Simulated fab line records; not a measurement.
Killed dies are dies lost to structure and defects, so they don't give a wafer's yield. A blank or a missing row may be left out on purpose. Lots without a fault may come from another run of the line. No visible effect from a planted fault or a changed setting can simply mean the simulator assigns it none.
Problem report in the 8D (eight disciplines) form, filled by code || flow gf180mcu || the parts of the form that need people (team, actions taken, sign-off) are left out

1. THE ISSUE
Mean of exposure-dose-mJ-cm2 at GF_V1_EXPOSE_11: 37.14 across 6 wafers in 2 lots; on wafers with no fault it is 38.18 (standard deviation 0.15). Relative to the usual mean, that is a shift of -6.9 standard deviations.
The step: exposes mask Via1, target cd 260 nm.
Seen first at day 23 22:08 on krf-scanner-02, wafer L752.3. Wafers with a number at this step in the record: 39, from 13 lots. Rule for "out", or "out of limits": more than 4 standard deviations from the usual mean. All remaining wafers that have a number are taken as sound.

2. WHAT IT IS, AND WHAT IT ISN'T
{"question": "which readings at this step", "is": "exposure-dose-mJ-cm2", "is not": "-"}
{"question": "which lots", "is": "L752, L753", "is not": "L735, L736, L737, L738, L739, L740, L741, L742, L743, L756, L758"}
{"question": "which wafers of those lots", "is": "all that have a number", "is not": "-"}
{"question": "read on which tools", "is": "krf-scanner-02", "is not": "krf-scanner-01"}
{"question": "when", "is": "from day 23 22:08", "is not": "up to then (27 sound wafers); but 6 sound wafers of L756, L758 came after"}

3. SUSPECTS, AND WHAT RULES EACH OUT
Counting: a tool at any process step up to the reading remains a suspect when it ran all the lots that are out and ran no sound lot after the first of those.
- krf-scanner-02 at GF_V1_EXPOSE_11 (exposes mask Via1, target cd 260 nm): kept. It ran every lot that is out, first L752 (day 23 22:08), and no sound lot after that. Its own exposure-dose-mJ-cm2 readings are out on those wafers.
Remaining after the count: krf-scanner-02 at GF_V1_EXPOSE_11.

4. THE CAUSE (what the simulator had put in)
Drift in process parameters on krf-scanner-02 at GF_V1_EXPOSE_11, starting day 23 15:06. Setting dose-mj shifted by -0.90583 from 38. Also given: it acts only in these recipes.
Only this tool survived the counting.

5. THE EFFECT CHAIN, in route order
Each row: a reading where the mean over the struck wafers with a number is more than 3 standard deviations away from the usual. Scope: only readings with a usual standard deviation given in the record; hours: median across lots of the time from each lot's start at the first step in this table that gives one to its start at this step; sigmas: change in usual standard deviations.
{"hours": 0, "step": "GF_V1_EXPOSE_11", "reading": "exposure-dose-mJ-cm2", "usual": 38.18, "on struck wafers": 37.14, "change": -1.04, "sigmas": -6.9}
Its process steps:
- GF_V1_EXPOSE_11: exposes mask Via1, target cd 260 nm.

6. WHAT WOULD HAVE CAUGHT IT SOONER
7 hours passed between the start of the fault at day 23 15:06 and the first reading out of limits in this record, taken at day 23 22:08.
